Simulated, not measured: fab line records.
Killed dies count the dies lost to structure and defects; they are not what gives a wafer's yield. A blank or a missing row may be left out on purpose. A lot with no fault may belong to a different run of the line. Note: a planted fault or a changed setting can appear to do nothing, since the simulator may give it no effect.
fab line records	flow sfq_line
record lots=7	wafers=21	last_day=93
route steps=325 shown M6@255 I6@266
lots that met no fault: from a run of the same line without faults
start_h: hours from the record's opening day to when the first of the lot's shown wafers began	wait_h: time in hours since the lot's previous step	" same as the row above	L1.1+2: a row that stands for several wafers	- no value, or no start was given	* or withheld: withheld	< > ~ a bound
route shown NAME@n: a module of which the file shows steps, and the number in the route of the first	usual: the fault-free wafers' mean and standard deviation	same: alike in all rows	chamber/n: place in a boat	sites: each site's reading	_std_site: how widely they spread, as a standard deviation	_edge_site: inner sites' mean taken away from outer sites' mean	radius_mm: for every site, how far away it sits from the centre of the wafer	mask NAME#n: copy n	behind: tool/chamber where the wafer was last shaped	hold: cause of the lot's hold/its duration in hours/its outcome	device: the transistor (n, p or np) that didn't switch	end of line: tests of these same wafers at the route's end	where a step has no rows: the recipe by itself	killed: count of dies lost to structure and defects at first sort (not the wafer's yield)	map: a wafer's dies, marking killed ones x, the rest . and places with no die _
set.NAME: the setting as run; set.NAME@STEP: as run at that earlier step	model.NAME: the simulator's own value behind a step, which no gauge read
a table for each step, a row for each wafer; lots at some steps of the route
services: the hour from which a tool's chamber was out of use, counted from the record's first day as start_h (under 0 if before that day), plus the number of hours and why
## steps
# step SFQ_TRILAYER_M6_LITHO_COAT_164
# recipe resist=BARC	spin_rpm=3000	resist_thk_nm=62
# step SFQ_TRILAYER_M6_LITHO_COAT_159
# recipe resist=KrF	spin_rpm=3000	resist_thk_nm=600
# step SFQ_TRILAYER_M6_LITHO_SOFTBAKE_163
# recipe temp_c=withheld	time_s=withheld	resist=KrF
# step SFQ_TRILAYER_M6_LITHO_EXPOSE_160
# recipe mask_id=M6	na=0.6	source_shape=conventional	sigma_outer=0.65	target_cd_nm=500	dose_mj=14.4
# step SFQ_TRILAYER_M6_LITHO_PEB_162
# recipe peb_temp_c=115	peb_time_s=60	resist=KrF
# step SFQ_TRILAYER_M6_LITHO_DEVELOP_161
# recipe time_s=60	resist=KrF
# step SFQ_M6_OVL_MEAS_940
# usual M6_OVL=4/5.7
lot.wafer	tool	chamber	start_h	wait_h	M6_OVL[nm]
L484.1	overlay-01	-	1709.52	0.1	7
L484.4	"	-	"	"	6
L484.5	"	-	"	"	-1
L492.1	overlay-01	-	1845.17	0.1	1
L492.4	"	-	"	"	5
L492.6	"	-	"	"	3
L493.1	overlay-01	-	1846.37	0.1	8
L493.2	"	-	"	"	3
L493.6	"	-	"	"	10
L494.1	overlay-01	-	1847.57	0.1	2
L494.5	"	-	"	"	9
L494.6	"	-	"	"	4
L496.2	overlay-01	-	1849.98	0.1	8
L496.5	"	-	"	"	9
L496.6	"	-	"	"	15
L498.1	overlay-01	-	1853.57	0.1	13
L498.2	"	-	"	"	17
L498.6	"	-	"	"	11
L505.2	overlay-02	-	1948.39	0.1	5
L505.5	"	-	"	"	12
L505.6	"	-	"	"	6
# step SFQ_TRILAYER_M6_BARC_OPEN_METAL_ETCH_206
# recipe mask_material=PR	chemistry=O2	target_depth_nm=125	target=BARC	icp_w=600	bias_w=80	pressure_mtorr=10	time_s=41.7
# usual chamber_pressure_mTorr=10.002/0.015	drypump_motor_current_A=6.2/0.41	oes_product_au=0.685/0.0046
# same time_s=41.7
lot.wafer	tool	chamber	start_h	wait_h	chamber_pressure_mTorr	drypump_motor_current_A	oes_product_au	rf_hours_counter_h
L484.1	rie_metal-01	0	1709.56	0.0	10.013	5.7	0.683	86
L484.4	"	1	"	"	9.998	5.9	0.681	-
L484.5	"	0	"	"	9.994	5.7	0.689	-
L492.1	rie_metal-02	1	1845.21	0.0	10.014	6.8	0.686	108
L492.4	"	1	"	"	10.002	6.8	0.681	-
L492.6	"	0	"	"	9.993	6.4	0.680	-
L493.1	rie_metal-02	0	1846.41	0.0	9.998	6.4	0.690	47
L493.2	"	1	"	"	9.993	6.8	0.677	108
L493.6	"	0	"	"	10.018	6.4	0.690	-
L494.1	rie_metal-04	1	1847.61	0.0	9.996	6.3	0.690	20
L494.5	"	1	"	"	10.006	6.3	0.686	-
L494.6	"	0	"	"	9.990	5.7	0.690	-
L496.2	rie_metal-01	1	1850.01	0.0	10.006	5.9	0.687	46
L496.5	"	0	"	"	9.993	5.7	0.688	-
L496.6	"	1	"	"	10.009	5.9	0.684	-
L498.1	rie_metal-02	0	1853.61	0.0	9.982	6.4	0.685	49
L498.2	"	1	"	"	9.998	6.8	0.691	110
L498.6	"	0	"	"	10.000	6.4	0.683	-
L505.2	rie_metal-02	1	1948.42	0.0	9.998	6.8	0.686	127
L505.5	"	1	"	"	10.000	6.8	0.687	-
L505.6	"	0	"	"	9.998	6.4	0.682	-
# step SFQ_TRILAYER_M6_ETCH_METAL_ETCH_162
# recipe target=Nb	stop_on=SiO2	mask_material=PR	chemistry=Cl2/Ar	target_depth_nm=240	icp_w=600	bias_w=80	pressure_mtorr=10	time_s=120
# usual chamber_pressure_mTorr=10.000/0.0079	drypump_motor_current_A=6.2/0.41	oes_product_au=0.891/0.0065
# same time_s=120
lot.wafer	tool	chamber	start_h	wait_h	chamber_pressure_mTorr	drypump_motor_current_A	oes_product_au	rf_hours_counter_h
L484.1	rie_metal-01	0	1709.62	0.0	9.990	5.7	0.881	86
L484.4	"	1	"	"	10.002	5.9	0.887	-
L484.5	"	0	"	"	9.993	5.7	0.875	-
L492.1	rie_metal-02	1	1845.27	0.0	9.993	6.8	0.891	108
L492.4	"	1	"	"	10.007	6.8	0.900	-
L492.6	"	0	"	"	9.996	6.4	0.895	-
L493.1	rie_metal-02	0	1846.47	0.0	9.999	6.4	0.891	47
L493.2	"	1	"	"	10.007	6.8	0.891	109
L493.6	"	0	"	"	9.991	6.4	0.890	-
L494.1	rie_metal-04	1	1847.67	0.0	10.004	6.3	0.887	20
L494.5	"	1	"	"	9.995	6.3	0.883	-
L494.6	"	0	"	"	10.001	5.7	0.899	-
L496.2	rie_metal-01	1	1850.07	0.0	10.007	5.9	0.880	46
L496.5	"	0	"	"	10.002	5.8	0.897	-
L496.6	"	1	"	"	9.989	5.9	0.885	-
L498.1	rie_metal-02	0	1853.67	0.0	9.989	6.4	0.899	49
L498.2	"	1	"	"	9.999	6.8	0.900	110
L498.6	"	0	"	"	10.001	6.4	0.892	-
L505.2	rie_metal-02	1	1948.48	0.0	10.007	6.8	0.892	127
L505.5	"	1	"	"	9.989	6.8	0.882	-
L505.6	"	0	"	"	10.008	6.4	0.885	-
# step SFQ_TRILAYER_M6_STRIP_STRIP_163
# recipe gas=O2	power_w=200	platen_temp_c=40	overash_fraction=0.65	chemistry=O2	pressure_mtorr=50
# usual chamber_pressure_mTorr=49.99/0.042	drypump_motor_current_A=6.2/0.41	oes_product_au=1.000/0.0073
lot.wafer	tool	chamber	start_h	wait_h	chamber_pressure_mTorr	drypump_motor_current_A	oes_product_au	rf_hours_counter_h
L484.1	rie_metal-01	0	1709.74	0.1	50.04	5.8	1.000	86
L484.4	"	1	"	"	49.98	5.9	1.007	-
L484.5	"	0	"	"	50.03	5.7	0.998	-
L492.1	rie_metal-02	1	1845.39	0.1	49.92	6.8	1.014	108
L492.4	"	1	"	"	49.98	6.8	1.016	-
L492.6	"	0	"	"	50.09	6.4	1.001	-
L493.1	rie_metal-02	0	1846.59	0.1	50.03	6.4	0.998	47
L493.2	"	1	"	"	49.97	6.8	1.013	109
L493.6	"	0	"	"	50.00	6.4	0.996	-
L494.1	rie_metal-04	1	1847.79	0.1	49.96	6.2	1.005	20
L494.5	"	1	"	"	50.04	6.2	1.001	-
L494.6	"	0	"	"	49.97	5.6	1.005	-
L496.2	rie_metal-01	1	1850.19	0.1	50.09	5.9	0.993	47
L496.5	"	0	"	"	50.00	5.8	0.994	-
L496.6	"	1	"	"	49.98	5.9	0.998	-
L498.1	rie_metal-02	0	1853.79	0.1	49.94	6.4	1.005	49
L498.2	"	1	"	"	49.97	6.8	1.021	110
L498.6	"	0	"	"	49.92	6.4	1.007	-
L505.2	rie_metal-02	1	1948.61	0.1	49.96	6.8	0.999	127
L505.5	"	1	"	"	49.95	6.8	0.998	-
L505.6	"	0	"	"	50.00	6.4	1.004	-
# step SFQ_TRILAYER_M6_STRIP_SOLV_CLEAN_164
# recipe chemistry=NMP	temp_c=70	time_s=600
# step SFQ_TRILAYER_I6_DEP_PECVD_165
# recipe material=SiO2	temp_c=150	time_s=111.11	pressure_torr=2.4	rf_w=183.3	precursor=SiH4/N2O	target_thk_nm=500
# usual heater_power_w=86/12	throttle_valve_pct=23.9/0.82
# same time_s=111.11
lot.wafer	tool	chamber	start_h	wait_h	heater_power_w	throttle_valve_pct
L484.1	pecvd-03	2	1710.52	0.0	79	24.0
L484.4	"	0	"	"	112	25.1
L484.5	"	1	"	"	73	22.8
L492.1	pecvd-02	1	1846.17	0.0	72	24.0
L492.4	"	2	"	"	78	22.6
L492.6	"	1	"	"	75	23.8
L493.1	pecvd-01	1	1847.37	0.0	85	23.5
L493.2	"	2	"	"	84	23.6
L493.6	"	2	"	"	85	23.6
L494.1	pecvd-02	0	1848.78	0.0	98	24.1
L494.5	"	2	"	"	71	22.4
L494.6	"	0	"	"	106	24.0
L496.2	pecvd-03	2	1850.97	0.0	71	24.2
L496.5	"	0	"	"	103	25.6
L496.6	"	2	"	"	75	24.1
L498.1	pecvd-02	1	1854.57	0.0	71	23.8
L498.2	"	0	"	"	111	23.9
L498.6	"	1	"	"	61	24.0
L505.2	pecvd-01	0	1949.38	0.0	87	24.7
L505.5	"	0	"	"	73	25.1
L505.6	"	2	"	"	76	24.1
# step SFQ_TRILAYER_I6_CMP_CMP_166
# recipe material=SiO2	down_force_psi=3	platen_rpm=60	pad_velocity_m_s=0.94248
# usual motor_current_A=10.5/1.3	time_to_endpoint_s=211/6.7
lot.wafer	tool	chamber	start_h	wait_h	motor_current_A	time_to_endpoint_s
L484.1	cmp-02	3	1711.59	1.0	9.9	208
L484.4	"	0	"	"	12.4	212
L484.5	"	2	1713.09	2.5	10.0	224
L492.4	cmp-01	0	1857.05	10.8	10.9	208
L492.1	"	1	"	"	11.3	205
L492.6	"	3	1858.55	12.3	8.2	206
L493.1	cmp-01	2	1859.55	12.1	10.8	202
L493.2	"	0	1860.55	13.1	10.7	112
L493.6	"	3	1862.05	14.6	8.9	207
L494.1	cmp-01	1	1863.55	14.7	10.3	209
L494.5	"	3	1864.55	15.7	8.5	117
L494.6	"	0	"	"	11.2	212
L496.2	cmp-02	0	1867.34	16.3	13.2	213
L496.6	"	1	"	"	9.8	216
L496.5	"	2	"	"	9.6	220
L498.2	cmp-01	1	1874.55	19.9	11.0	113
L498.1	"	0	1876.05	21.4	11.0	200
L498.6	"	2	1877.05	22.4	11.4	203
L505.2	cmp-02	1	1951.66	2.2	9.5	211
L505.5	"	1	1953.66	4.2	10.2	224
L505.6	"	2	"	"	10.0	231
# step SFQ_I6_BOW_MEAS_941
# recipe mode=bow
# usual I6_BOW=6/12
lot.wafer	tool	chamber	start_h	wait_h	I6_BOW[um]
L484.1	film_metro-03	-	1713.59	1.5	5
L484.4	"	-	"	"	19
L484.5	"	-	"	"	19
L492.1	film_metro-04	-	1859.55	1.5	16
L492.4	"	-	"	"	6
L492.6	"	-	"	"	19
L493.1	film_metro-01	-	1862.55	2.5	14
L493.2	"	-	"	"	38
L493.6	"	-	"	"	21
L494.1	film_metro-01	-	1865.55	1.5	-5
L494.5	"	-	"	"	3
L494.6	"	-	"	"	9
L496.2	film_metro-01	-	1868.86	1.0	16
L496.5	"	-	"	"	12
L496.6	"	-	"	"	-5
L498.1	film_metro-04	-	1877.55	1.0	10
L498.2	"	-	"	"	-6
L498.6	"	-	"	"	2
L505.2	film_metro-04	-	1954.68	2.5	15
L505.5	"	-	"	"	30
L505.6	"	-	"	"	20
## services
tool	chamber	start_h	hours	kind
pecvd-02	-	1686.25	14.0	pm
rie_metal-04	-	1694.71	14.6	pm
pecvd-02	-	1698.82	0.4	repair
rie_metal-02	-	1719.87	0.2	repair
cmp-01	-	1729.04	6.8	repair
cmp-02	-	1742.40	0.3	repair
rie_metal-01	-	1751.89	2.8	pm
pecvd-02	-	1762.15	14.6	pm
cmp-01	-	1770.85	4.0	pm
cmp-01	-	1778.39	5.2	repair
pecvd-02	1	1785.17	7.1	repair
pecvd-02	-	1787.35	0.5	repair
cmp-02	-	1797.74	1.3	repair
cmp-01	-	1814.68	5.8	pm
rie_metal-02	0	1816.86	16.9	repair
cmp-02	-	1820.65	0.7	repair
pecvd-02	1	1822.60	13.1	repair
rie_metal-02	-	1832.20	5.5	repair
cmp-01	-	1845.63	1.3	repair
cmp-02	-	1877.84	3.9	pm
rie_metal-02	-	1888.52	0.1	repair
cmp-01	-	1904.34	1.3	repair
rie_metal-01	-	1907.73	1.6	repair
cmp-01	-	1918.80	0.6	repair
## key
first_sign step=SFQ_TRILAYER_I6_CMP_CMP_166	reading=time_to_endpoint_s	direction=down	sigmas=14	usual=*	struck=*
effect none on later readings
met_at SFQ_TRILAYER_I6_CMP_CMP_166
struck_wafers L493.2,L494.5,L498.2
fault kind=process_parameter_drift	tool=cmp-01	chamber=-	onset_h=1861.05	steps=SFQ_TRILAYER_I6_CMP_CMP_166	channel=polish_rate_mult	offset=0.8	shape=step	end_h=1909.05	scope=struck_wafers_only
